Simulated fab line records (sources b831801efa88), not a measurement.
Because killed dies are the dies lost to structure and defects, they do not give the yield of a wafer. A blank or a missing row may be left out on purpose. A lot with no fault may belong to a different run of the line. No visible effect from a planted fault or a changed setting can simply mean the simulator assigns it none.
The tool behind it: which one? + flow gf180mcu + 13 lots with 39 wafers sampled at 4 steps, on a route of 602 steps

WHAT THE GAUGES SHOWED, per wafer
GF_V5_RS_MEAS_24: uses a four-point probe to measure.
| lot  | measured     | on           | V5_W_RS (ohm/sq)  |
|------|--------------|--------------|-------------------|
| L837 | day 28 02:59 | filmMetro-03 | 0.334 0.330 0.328 |
| L839 | day 28 10:31 | filmMetro-04 | 0.331 0.331 0.331 |
| L838 | day 28 13:16 | filmMetro-03 | 0.328 0.329 0.327 |
| L840 | day 28 17:47 | filmMetro-03 | 0.326 0.326 0.326 |
| L841 | day 29 04:46 | filmMetro-04 | 0.331 0.327 0.324 |
| L842 | day 29 06:00 | filmMetro-03 | 0.331 0.329 0.329 |
| L846 | day 30 10:59 | filmMetro-03 | 0.329 0.325 0.328 |
| L849 | day 31 02:34 | filmMetro-02 | 0.329 0.329 0.326 |
| L851 | day 31 17:59 | filmMetro-04 | 0.326 0.334 0.324 |
| L852 | day 31 22:58 | filmMetro-02 | 0.331 0.333 0.328 |
| L856 | day 32 23:07 | filmMetro-04 | 0.322 0.330 0.329 |
| L858 | day 33 09:20 | filmMetro-04 | 0.332 0.331 0.335 |
| L859 | day 33 11:43 | filmMetro-04 | 0.332 0.330 0.331 |

GF_TOP_METAL_OVL_MEAS_15.
| lot  | measured     | on         | TOP_METAL_OVL (nm) |
|------|--------------|------------|--------------------|
| L837 | day 28 23:10 | overlay-02 | 0.7 -1.8 0.4       |
| L839 | day 29 06:25 | overlay-02 | 2.0 2.5 2.9        |
| L838 | day 29 09:19 | overlay-02 | 0.7 1.8 2.9        |
| L840 | day 29 13:18 | overlay-01 | 0.0 0.2 0.6        |
| L841 | day 30 00:41 | overlay-02 | 1.5 0.1 0.6        |
| L842 | day 30 01:54 | overlay-01 | -1.1 -0.3 -1.1     |
| L846 | day 31 05:32 | overlay-01 | -1.4 -2.5 -2.8     |
| L849 | day 31 20:30 | overlay-02 | -1.4 -0.6 -0.5     |
| L851 | day 32 11:38 | overlay-01 | 1.3 0.7 1.7        |
| L852 | day 32 16:33 | overlay-02 | 0.6 1.4 1.8        |
| L856 | day 33 15:21 | overlay-01 | -1.6 -2.7 -1.1     |
| L858 | day 34 01:32 | overlay-01 | -1.6 -0.8 -1.7     |
| L859 | day 34 03:52 | overlay-02 | -0.7 -1.3 -2.4     |

TOOL THAT RAN EACH LOT (tool first, then ch and the chambers of the sampled wafers, then the start)
| lot  | GF_V3_CMP_26                  | GF_V5_SPUTTER_22            |
|------|-------------------------------|-----------------------------|
| L837 | cmp-01 ch 0,3, day 23 10:39   | pvdSputter-01, day 28 02:49 |
| L839 | cmp-01 ch 0,3, day 23 18:23   | pvdSputter-04, day 28 10:18 |
| L838 | cmp-01 ch 1,2, day 23 22:41   | pvdSputter-04, day 28 13:04 |
| L840 | cmp-02 ch 0,2,3, day 24 04:52 | pvdSputter-03, day 28 17:38 |
| L841 | cmp-01 ch 0,3, day 24 15:28   | pvdSputter-03, day 29 04:35 |
| L842 | cmp-02 ch 1,2,3, day 24 17:07 | pvdSputter-04, day 29 05:50 |
| L846 | cmp-02 ch 1,2, day 26 02:05   | pvdSputter-04, day 30 10:50 |
| L849 | cmp-02 ch 0,2,3, day 26 20:04 | pvdSputter-04, day 31 02:25 |
| L851 | cmp-02 ch 0,2,3, day 27 12:52 | pvdSputter-04, day 31 17:50 |
| L852 | cmp-01 ch 0,1,2, day 27 17:41 | pvdSputter-01, day 31 22:49 |
| L856 | cmp-01 ch 0,1,3, day 29 00:11 | pvdSputter-03, day 32 22:58 |
| L858 | cmp-01 ch 0,1,2, day 29 11:19 | pvdSputter-01, day 33 09:11 |
| L859 | cmp-01 ch 1,2,3, day 29 15:15 | pvdSputter-01, day 33 11:32 |
- GF_V3_CMP_26: polishes, stops on SiO2, t overpolish 15 s, target thk 0 nm.
- GF_V5_SPUTTER_22: material TiN, target thk 10 nm, time 40 s.

AS READ BY THE TOOLS THEMSELVES (means over the sampled wafers that have a number; for cases with no such wafer, the mark the record gives instead)
GF_V3_CMP_26.
| lot  | tool   | edgeZonePressureFrac | motorCurrentA (A) | overpolishRunS (s) | timeToEndpointS (s) |
|------|--------|----------------------|-------------------|--------------------|---------------------|
| L837 | cmp-01 | 1.001                | 10.4              | 15.005             | 84                  |
| L839 | cmp-01 | 1.002                | 10.8              | 15.001             | 81                  |
| L838 | cmp-01 | 0.998                | 10.9              | 14.996             | 84                  |
| L840 | cmp-02 | 0.998                | 10.4              | 15.003             | 81                  |
| L841 | cmp-01 | 1.002                | 10.6              | 15.002             | 88                  |
| L842 | cmp-02 | 0.998                | 10.7              | 15.000             | 81                  |
| L846 | cmp-02 | 1.002                | 11.3              | 15.000             | 82                  |
| L849 | cmp-02 | 0.997                | 10.6              | 14.994             | 82                  |
| L851 | cmp-02 | 1.001                | 10.2              | 15.006             | 83                  |
| L852 | cmp-01 | 1.005                | 11.4              | 14.996             | 82                  |
| L856 | cmp-01 | 1.000                | 11.4              | 14.994             | 85                  |
| L858 | cmp-01 | 1.001                | 11.2              | 15.000             | 88                  |
| L859 | cmp-01 | 0.998                | 11.0              | 15.000             | 88                  |

GF_V5_SPUTTER_22.
| lot  | tool          | throttleValvePct (%) |
|------|---------------|----------------------|
| L837 | pvdSputter-01 | 30.4                 |
| L839 | pvdSputter-04 | 31.0                 |
| L838 | pvdSputter-04 | 30.2                 |
| L840 | pvdSputter-03 | 30.1                 |
| L841 | pvdSputter-03 | 29.9                 |
| L842 | pvdSputter-04 | 30.0                 |
| L846 | pvdSputter-04 | 30.6                 |
| L849 | pvdSputter-04 | 31.1                 |
| L851 | pvdSputter-04 | 30.1                 |
| L852 | pvdSputter-01 | 30.5                 |
| L856 | pvdSputter-03 | 29.5                 |
| L858 | pvdSputter-01 | 30.6                 |
| L859 | pvdSputter-01 | 30.5                 |

THE ANSWER, worked out from the rows above alone
Rule: what is usual is taken from the lots themselves. The widest of any qualifying gaps counts: lots, ordered by their means at a reading, are off when they make up no more than a third of the lots, leave a main group of 4 or more, and stand apart from it by 3 or more times the standard deviation of that group's means. A main group is skipped when, at the precision printed for the reading in the tables above, its means are all equal. A lot without any number at a reading at which 4 lots or more have one is off too. Where the step has rows for the other lots, those lots are counted as sound. Order of review: gauges by route order, followed by the tools' own readings, for which a lot's mean as printed above is used. At the first step where some lot is off, the reading lying furthest off is the one used; lots without a number count as furthest.
No lot is off at any reading shown: from this, nothing can be told.

WHAT HAD BEEN PUT IN BY THE SIMULATOR
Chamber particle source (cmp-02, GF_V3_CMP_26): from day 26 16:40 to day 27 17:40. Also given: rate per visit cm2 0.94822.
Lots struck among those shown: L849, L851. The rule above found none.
